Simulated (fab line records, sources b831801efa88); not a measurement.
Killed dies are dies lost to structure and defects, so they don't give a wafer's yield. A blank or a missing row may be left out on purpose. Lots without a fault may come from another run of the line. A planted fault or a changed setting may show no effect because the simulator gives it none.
Which tool did it? | flow sfq_line | 14 lots, 42 wafers sampled, at 5 steps of a route of 325

WHAT THE GAUGES READ, wafer by wafer
SFQ_M8_BOW_MEAS_951.
lot  | measured     | on            | M8_BOW (um)
L125 | day 71 23:53 | film_metro-01 | 19 19 16
L127 | day 72 05:52 | film_metro-01 | 1 0 -8
L128 | day 72 10:40 | film_metro-03 | 7 10 -3
L129 | day 72 11:52 | film_metro-04 | -2 4 3
L131 | day 73 18:28 | film_metro-04 | -2 7 -14
L135 | day 77 00:52 | film_metro-03 | 10 3 25
L136 | day 77 02:02 | film_metro-03 | -14 -13 -3
L137 | day 80 10:53 | film_metro-03 | 15 12 20
L140 | day 81 13:06 | film_metro-01 | -14 -6 -8
L141 | day 82 07:01 | film_metro-03 | 21 13 17
L142 | day 82 23:41 | film_metro-01 | 4 12 5
L143 | day 83 02:02 | film_metro-01 | 13 7 6
L144 | day 83 08:02 | film_metro-01 | 11 8 32
L145 | day 83 10:28 | film_metro-03 | 2 -7 8

WHICH TOOL RAN EACH LOT (tool, then ch and the chambers of the sampled wafers, then the start)
lot  | SFQ_TRILAYER_I6_DEP_PECVD_165   | SFQ_TRILAYER_I6_METRO_MEASURE_167 | SFQ_TRILAYER_I6_VIA_ETCH_VIA_ETCH_172 | SFQ_TRILAYER_M7_LITHO_EXPOSE_178
L125 | pecvd-02 ch 0,2, day 63 17:34   | film_metro-04, day 63 22:46       | rie_diel-04 ch 1,2, day 68 14:30      | krf_scanner-02 ch 0, day 69 12:03
L127 | pecvd-02 ch 0,1,2, day 63 23:34 | film_metro-02, day 64 04:34       | rie_diel-01 ch 0,1,2, day 68 20:30    | krf_scanner-02 ch 0, day 69 21:27
L128 | pecvd-01 ch 0,1,2, day 64 03:57 | film_metro-02, day 64 10:34       | rie_diel-02 ch 1,2,3, day 69 04:54    | krf_scanner-02 ch 0, day 70 03:27
L129 | pecvd-03 ch 1,2, day 64 14:43   | film_metro-04, day 65 01:49       | rie_diel-02 ch 0,2,3, day 69 18:06    | krf_scanner-02 ch 0, day 70 19:03
L131 | pecvd-02 ch 0,1,2, day 72 13:40 | film_metro-04, day 72 17:33       | rie_diel-04 ch 0,1,2, day 72 21:04    | krf_scanner-02 ch 0, day 72 23:44
L135 | pecvd-03 ch 0,1,2, day 73 07:40 | film_metro-02, day 73 12:52       | rie_diel-04 ch 0,2, day 73 21:01      | krf_scanner-02, day 74 04:02
L136 | pecvd-02 ch 0,1,2, day 73 12:28 | film_metro-04, day 73 15:40       | rie_diel-02 ch 0,2, day 73 23:25      | krf_scanner-02, day 74 05:02
L137 | pecvd-02 ch 0,2, day 73 15:02   | film_metro-02, day 73 18:40       | rie_diel-02 ch 0,1,2, day 74 03:01    | krf_scanner-02 ch 0, day 74 09:50
L140 | pecvd-02 ch 1,2, day 74 17:08   | film_metro-02, day 75 00:44       | rie_diel-04 ch 0,3, day 77 12:59      | krf_scanner-01 ch 0, day 77 15:15
L141 | pecvd-03 ch 0,1, day 75 01:32   | film_metro-02, day 75 16:44       | rie_diel-02 ch 1,2, day 78 10:43      | krf_scanner-01 ch 0, day 78 13:41
L142 | pecvd-03 ch 0,1,2, day 75 10:04 | film_metro-02, day 76 08:08       | rie_diel-04 ch 1,2,3, day 79 12:02    | krf_scanner-02 ch 0, day 79 15:17
L143 | pecvd-01 ch 0,1, day 75 12:26   | film_metro-04, day 76 09:53       | rie_diel-04 ch 0,2,3, day 79 15:38    | krf_scanner-02 ch 0, day 79 17:34
L144 | pecvd-03 ch 0,1,2, day 75 17:14 | film_metro-03, day 76 10:44       | rie_diel-01 ch 0,1,2, day 79 18:02    | krf_scanner-02 ch 0, day 79 20:46
L145 | pecvd-01 ch 0,2, day 75 20:25   | film_metro-02, day 76 13:17       | rie_diel-02 ch 1,2,3, day 79 20:26    | krf_scanner-02 ch 0, day 79 22:46
- SFQ_TRILAYER_I6_DEP_PECVD_165: deposits SiO2 from SiH4/N2O, time 111.11 s, target thk 500 nm.
- SFQ_TRILAYER_I6_METRO_MEASURE_167
- SFQ_TRILAYER_I6_VIA_ETCH_VIA_ETCH_172: etches SiO2 in CHF3, stops on Nb, target depth 260 nm.
- SFQ_TRILAYER_M7_LITHO_EXPOSE_178: exposes mask M7, target cd 500 nm.

WHAT THE TOOLS THEMSELVES READ (means of the sampled wafers that have a number; where no wafer has one, the mark that the record gives instead)
SFQ_TRILAYER_I6_DEP_PECVD_165.
lot  | tool     | chamber_pressure_Torr (Torr) | heater_power_outer_w (W) | heater_power_w (W) | throttle_valve_pct (%)
L125 | pecvd-02 | 2.397                        | 27                       | 75                 | 26.4
L127 | pecvd-02 | 2.399                        | 29                       | 76                 | 25.2
L128 | pecvd-01 | 2.399                        | 33                       | 87                 | 25.4
L129 | pecvd-03 | 2.401                        | 20                       | 73                 | 24.9
L131 | pecvd-02 | 2.401                        | 25                       | 72                 | 22.8
L135 | pecvd-03 | -                            | -                        | -                  | -
L136 | pecvd-02 | -                            | -                        | -                  | -
L137 | pecvd-02 | 2.398                        | 22                       | 72                 | 22.8
L140 | pecvd-02 | 2.400                        | 27                       | 69                 | 22.8
L141 | pecvd-03 | 2.399                        | 37                       | 91                 | 24.8
L142 | pecvd-03 | 2.406                        | 32                       | 87                 | 25.4
L143 | pecvd-01 | 2.392                        | 40                       | 104                | 25.4
L144 | pecvd-03 | 2.397                        | 28                       | 80                 | 25.4
L145 | pecvd-01 | 2.400                        | 27                       | 86                 | 26.1

SFQ_TRILAYER_I6_VIA_ETCH_VIA_ETCH_172.
lot  | tool        | chamber_pressure_mTorr (mTorr) | drypump_motor_current_A (A) | oes_product_au (a.u.)
L125 | rie_diel-04 | 29.988                         | 5.1                         | 0.850
L127 | rie_diel-01 | 30.000                         | 5.8                         | 0.857
L128 | rie_diel-02 | 30.005                         | 5.3                         | 0.849
L129 | rie_diel-02 | 30.001                         | 5.8                         | 0.853
L131 | rie_diel-04 | 29.985                         | 5.5                         | 0.854
L135 | rie_diel-04 | 30.003                         | 5.9                         | 0.381
L136 | rie_diel-02 | 30.043                         | 5.8                         | 0.375
L137 | rie_diel-02 | 29.995                         | 5.7                         | 0.854
L140 | rie_diel-04 | 29.985                         | 5.8                         | 0.857
L141 | rie_diel-02 | 30.000                         | 5.4                         | 0.853
L142 | rie_diel-04 | 30.017                         | 5.3                         | 0.855
L143 | rie_diel-04 | 30.025                         | 5.8                         | 0.845
L144 | rie_diel-01 | 30.005                         | 5.8                         | 0.851
L145 | rie_diel-02 | 29.969                         | 5.3                         | 0.856

SFQ_TRILAYER_M7_LITHO_EXPOSE_178.
lot  | tool           | exposure_dose_mJ_cm2 | focus_offset_nm (nm)
L125 | krf_scanner-02 | 14.416               | -0.3
L127 | krf_scanner-02 | 14.395               | -0.1
L128 | krf_scanner-02 | 14.402               | 0.0
L129 | krf_scanner-02 | 14.409               | -0.2
L131 | krf_scanner-02 | 14.396               | 0.1
L135 | krf_scanner-02 | -                    | -
L136 | krf_scanner-02 | -                    | -
L137 | krf_scanner-02 | 14.374               | 0.3
L140 | krf_scanner-01 | 14.373               | 1.0
L141 | krf_scanner-01 | 14.421               | 0.6
L142 | krf_scanner-02 | 14.418               | 0.5
L143 | krf_scanner-02 | 14.395               | -0.4
L144 | krf_scanner-02 | 14.401               | -0.4
L145 | krf_scanner-02 | 14.394               | -0.6

THE ANSWER, worked out from the rows above alone
Rule: what is usual is taken from the lots themselves. Put in order of their means at a reading, lots are off if they are a third of the lots or fewer, leave a main group of 4 or more, and stand apart from it by a gap of 3 or more times the standard deviation of the main group's means; of several such gaps the widest counts. A main group whose means are all the same, to the digits that the tables above print for the reading, isn't used. A lot without any number at a reading at which 4 lots or more have one is off too. The other lots that the step has rows for count as sound. The gauges are gone through in route order, then the tools' own readings, and for those a lot's mean is taken as printed above. The first step at which some lot is off is used, and at that step the reading that is off furthest; a lot without a number counts as furthest.
Off: L135, L136, at SFQ_TRILAYER_I6_DEP_PECVD_165 (chamber_pressure_Torr). Without a number there: L135, L136. The main group: mean 2.399 Torr, standard deviation 0.0031.
A tool fits if, at that step or a process step before it, it ran every lot that is off, and no sound lot after the first of them. None of those tried fits.

WHAT THE SIMULATOR HAD PUT IN
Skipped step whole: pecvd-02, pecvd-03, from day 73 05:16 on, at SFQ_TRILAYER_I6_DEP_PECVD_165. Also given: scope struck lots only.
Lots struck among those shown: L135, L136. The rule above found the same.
